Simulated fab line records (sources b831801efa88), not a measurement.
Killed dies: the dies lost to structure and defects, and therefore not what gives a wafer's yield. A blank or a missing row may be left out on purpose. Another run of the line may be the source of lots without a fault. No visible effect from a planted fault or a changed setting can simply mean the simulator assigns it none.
Which tool is to blame? -- flow gf180mcu -- 14 lots with 42 wafers sampled at 4 steps, on a route of 602 steps

## WHAT EACH GAUGE READ, for each wafer
GF_M4_OVL_MEAS_15.
lot,measured,on,M4_OVL (nm)
L563,day 24 02:13,overlay-01,3 6 6
L565,day 24 13:33,overlay-01,3 9 6
L571,day 26 15:30,overlay-01,4 0 4
L572,day 27 08:02,overlay-01,-1 2 5
L576,day 28 01:57,overlay-02,-4 2 1
L578,day 28 23:34,overlay-01,-2 -3 -7
L577,day 29 00:29,overlay-02,-5 -10 -7
L579,day 29 09:23,overlay-02,10 7 4
L580,day 29 12:00,overlay-02,-2 -6 -3
L581,day 29 17:55,overlay-01,-3 -6 -7
L582,day 30 00:16,overlay-01,4 2 3
L583,day 30 04:05,overlay-01,-7 -8 -9
L584,day 30 08:25,overlay-02,2 -4 1
L585,day 30 14:22,overlay-02,4 -3 -5

## TOOL THAT RAN EACH LOT (tool first, then ch and the chambers of the sampled wafers, then the start)
lot,GF_SAB_DEVELOP_08,GF_V1_ETCH_17,GF_V3_STRIP_18
L563,"lithoTrack-04 ch 0, day 15 15:29","rieDiel-03 ch 0,1,3, day 23 02:35 or earlier","plasmaAsher-01 ch 0,1, day 23 02:35"
L565,"lithoTrack-02 ch 0, day 16 05:28","rieDiel-02 ch 0,1,3, day 23 13:52 or earlier","plasmaAsher-04 ch 0,1, day 23 13:52"
L571,"lithoTrack-04 ch 0, day 18 11:14","rieDiel-01 ch 0,1, day 25 16:43 or earlier","plasmaAsher-03 ch 0,1, day 25 16:43"
L572,"lithoTrack-04 ch 0, day 19 06:56","rieDiel-02 ch 0,1,2, day 26 09:50 or earlier","plasmaAsher-01 ch 0,1, day 26 09:50"
L576,"lithoTrack-01 ch 0, day 20 07:15","rieDiel-03 ch 0,1, day 27 04:49 or earlier","plasmaAsher-03 ch 0,1, day 27 04:49"
L578,"lithoTrack-02 ch 0, day 21 07:05","rieDiel-02 ch 0,1,2, day 28 02:44 or earlier","plasmaAsher-04 ch 0,1, day 28 02:44"
L577,"lithoTrack-01 ch 0, day 21 09:33","rieDiel-03 ch 2,3, day 28 04:05 or earlier","plasmaAsher-01 ch 0,1, day 28 04:05"
L579,"lithoTrack-01 ch 0, day 21 20:52","rieDiel-02 ch 1,2,3, day 28 12:55 or earlier","plasmaAsher-03 ch 0,1, day 28 12:55"
L580,"lithoTrack-02 ch 0, day 21 21:25","rieDiel-03 ch 0,2, day 28 15:13 or earlier","plasmaAsher-01 ch 0,1, day 28 15:13"
L581,"lithoTrack-04 ch 0, day 22 04:52","rieDiel-01 ch 0,2, day 28 20:52 or earlier","plasmaAsher-03 ch 0,1, day 28 20:52"
L582,"lithoTrack-01 ch 0, day 22 14:03","rieDiel-03 ch 0,2,3, day 29 03:35 or earlier","plasmaAsher-04 ch 0,1, day 29 03:35"
L583,"lithoTrack-04 ch 0, day 22 19:26","rieDiel-03 ch 1,2,3, day 29 07:59 or earlier","plasmaAsher-03 ch 0,1, day 29 07:59"
L584,"lithoTrack-04 ch 0, day 22 22:11","rieDiel-02 ch 1,2,3, day 29 12:29 or earlier","plasmaAsher-01 ch 0,1, day 29 12:29"
L585,"lithoTrack-04 ch 0, day 23 08:56","rieDiel-03 ch 0,2, day 29 18:40 or earlier","plasmaAsher-01 ch 0,1, day 29 18:40"
- GF_SAB_DEVELOP_08: develop time 57.28 s.
- GF_V1_ETCH_17: etches SiO2 in C4F8/O2/Ar, stops on TiN, target depth 630 nm.
- GF_V3_STRIP_18: strips in O2/N2.

## AS READ BY THE TOOLS THEMSELVES (means over the sampled wafers that have a number; for cases with no such wafer, the mark the record gives instead)
GF_SAB_DEVELOP_08.
lot,tool,developerTempC (C)
L563,lithoTrack-04,23.03
L565,lithoTrack-02,23.05
L571,lithoTrack-04,20.70
L572,lithoTrack-04,20.73
L576,lithoTrack-01,22.97
L578,lithoTrack-02,23.08
L577,lithoTrack-01,23.08
L579,lithoTrack-01,23.05
L580,lithoTrack-02,22.96
L581,lithoTrack-04,23.01
L582,lithoTrack-01,22.92
L583,lithoTrack-04,22.99
L584,lithoTrack-04,23.14
L585,lithoTrack-04,23.00

GF_V1_ETCH_17.
lot,tool,oesProductAu (a.u.)
L563,rieDiel-03,0.854
L565,rieDiel-02,0.858
L571,rieDiel-01,0.851
L572,rieDiel-02,0.855
L576,rieDiel-03,0.853
L578,rieDiel-02,0.856
L577,rieDiel-03,0.851
L579,rieDiel-02,0.858
L580,rieDiel-03,0.860
L581,rieDiel-01,0.857
L582,rieDiel-03,0.856
L583,rieDiel-03,0.855
L584,rieDiel-02,0.859
L585,rieDiel-03,0.857

GF_V3_STRIP_18.
lot,tool,drypumpMotorCurrentA (A),heaterPowerW (W),oesProductAu (a.u.)
L563,plasmaAsher-01,5.5,339,0.596
L565,plasmaAsher-04,5.8,339,0.591
L571,plasmaAsher-03,5.6,358,0.599
L572,plasmaAsher-01,5.5,338,0.593
L576,plasmaAsher-03,5.7,365,0.590
L578,plasmaAsher-04,5.7,341,0.590
L577,plasmaAsher-01,5.5,342,0.597
L579,plasmaAsher-03,5.6,361,0.590
L580,plasmaAsher-01,5.2,336,0.591
L581,plasmaAsher-03,5.6,374,0.593
L582,plasmaAsher-04,5.8,341,0.593
L583,plasmaAsher-03,5.7,358,0.593
L584,plasmaAsher-01,5.2,342,0.590
L585,plasmaAsher-01,5.5,345,0.595

## THE ANSWER, worked out from the rows above alone
Rule: the usual values come from the lots themselves. The widest of any qualifying gaps counts: lots, ordered by their means at a reading, are off when they make up no more than a third of the lots, leave a main group of 4 or more, and stand apart from it by 3 or more times the standard deviation of that group's means. A main group whose means are all the same, to the digits that the tables above print for the reading, isn't used. A lot without any number at a reading at which 4 lots or more have one is off too. The other lots that the step has rows for count as sound. Order of review: gauges by route order, followed by the tools' own readings, for which a lot's mean as printed above is used. The first step at which some lot is off is used, and at that step the reading that is off furthest; a lot without a number counts as furthest.
Off at GF_SAB_DEVELOP_08 (developerTempC): L571, L572. Mean 23.02 C and standard deviation 0.058 in the main group.
If a tool, at that step or one of the process steps before it, ran each lot that is off and ran no sound lot following the first of them, it fits. None of those tried fits.

## WHAT THE SIMULATOR PUT IN
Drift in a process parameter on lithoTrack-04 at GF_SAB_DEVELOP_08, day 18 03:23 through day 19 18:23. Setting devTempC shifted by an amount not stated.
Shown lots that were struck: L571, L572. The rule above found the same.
